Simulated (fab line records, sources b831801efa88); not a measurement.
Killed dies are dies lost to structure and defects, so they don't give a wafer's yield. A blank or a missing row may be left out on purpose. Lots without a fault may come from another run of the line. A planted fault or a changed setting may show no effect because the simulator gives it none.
Problem report in the 8D (eight disciplines) form, filled by code | flow gf180mcu | the parts of the form that need people (team, actions taken, sign-off) are left out

1. THE PROBLEM
HV_LDD_CVD_56_THK at GF_HV_LDD_THK_MEAS_57 reads a mean of 83.2 nm on 6 wafers of 2 lots; wafers without a fault read 90.2 nm with a standard deviation of 1. That is -7.1 standard deviations from the usual mean.
First seen on wafer L249.2, day 17 21:20, on film_metro-01. The record holds 36 wafers of 12 lots with a number at this step. Rule for "out", or "out of limits": more than 4 standard deviations from the usual mean. The other wafers with a number count as sound.

2. WHAT IT IS AND WHAT IT IS NOT
question                    | is                     | is not
which readings at this step | HV_LDD_CVD_56_THK      | -
which lots                  | L249, L252             | L236, L238, L240, L241, L242, L243, L244, L254, L255, L257
which wafers of those lots  | all that have a number | -
read on which gauges        | film_metro-01          | film_metro-02, film_metro-04
when                        | from day 17 21:20      | up to then (21 sound wafers); but 9 sound wafers of L254, L255, L257 came after

3. SUSPECTS, AND WHAT RULES EACH OUT
Counting: a tool at a process step up to the reading stays a suspect if it ran every lot that is out and no sound lot after the first of them.
- the gauge at GF_HV_LDD_THK_MEAS_57: ruled out. All the wafers that are out were read on film_metro-01, but those of them that GF_HV_LDD_CVD_56 has rows for are out there too, on other tools.
- lpcvd-01 at GF_HV_LDD_CVD_56 (deposits Si3N4 from DCS/NH3, target thk 90 nm, time 1543 s): kept. It ran every lot that is out, first L249 (day 17 19:54), and no sound lot after that; its last sound lot up to then is L242 (day 14 16:43). Its own readings are out on those wafers: spike_tc_centre_C, zone_power_centre_pct.
Left after counting: lpcvd-01 at GF_HV_LDD_CVD_56.

4. THE CAUSE (what the simulator had put in)
Process parameter drift: lpcvd-01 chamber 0, from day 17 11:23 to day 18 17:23, at GF_HV_LDD_CVD_56. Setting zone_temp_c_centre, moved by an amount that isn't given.
Counting left only this tool.

5. THE CHAIN OF EFFECTS, in route order
Each row: a reading whose mean over the struck wafers that have a number lies more than 3 standard deviations from the usual. Only readings for which the record gives a usual standard deviation are gone through. hours: the time from each lot's start at the first step in this table that gives one to its start at this step, as a median over the lots. sigmas: the change in usual standard deviations.
hours | step                  | reading               | usual      | on struck wafers | change | sigmas
0     | GF_HV_LDD_CVD_56      | spike_tc_centre_C     | 771.3 C    | 749.4            | -21.9  | -12
0     | GF_HV_LDD_CVD_56      | zone_power_centre_pct | 14.4 %     | 9.5              | -4.9   | -5.6
0     | GF_HV_LDD_CVD_56      | zone_power_upper_pct  | 13.3 %     | 18.3             | +5.0   | +3.6
1     | GF_HV_LDD_THK_MEAS_57 | HV_LDD_CVD_56_THK     | 90.2 nm    | 83.2             | -7.0   | -7.1
1     | GF_HV_LDD_ETCHBACK_58 | oes_product_au        | 0.844 a.u. | 0.810            | -0.034 | -5.0
The process steps in it:
- GF_HV_LDD_CVD_56: deposits Si3N4 from DCS/NH3, target thk 90 nm, time 1543 s.
- GF_HV_LDD_ETCHBACK_58: etches Si3N4 in CH3F/O2, stops on SiO2, time 100 s, target depth 90 nm.
Later measuring or inspecting steps at which every struck wafer that the step has a row for has a number for every such reading, and none has moved that far: GF_M1_CD_MEAS_14.

6. WHAT WOULD HAVE CAUGHT IT SOONER
In this record the first reading out of limits at a measuring or inspecting step was taken at day 17 21:20, 10 hours after the fault began at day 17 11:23.
The tool's own readings at GF_HV_LDD_CVD_56 were out on every struck wafer that the step has a row for (spike_tc_centre_C, zone_power_centre_pct): an alarm limit on them would have fired on the first of those.
Of the lots that are out (2), L252 began GF_HV_LDD_CVD_56 on lpcvd-01 after day 17 21:20. A hold on the tool at that time would have spared it.
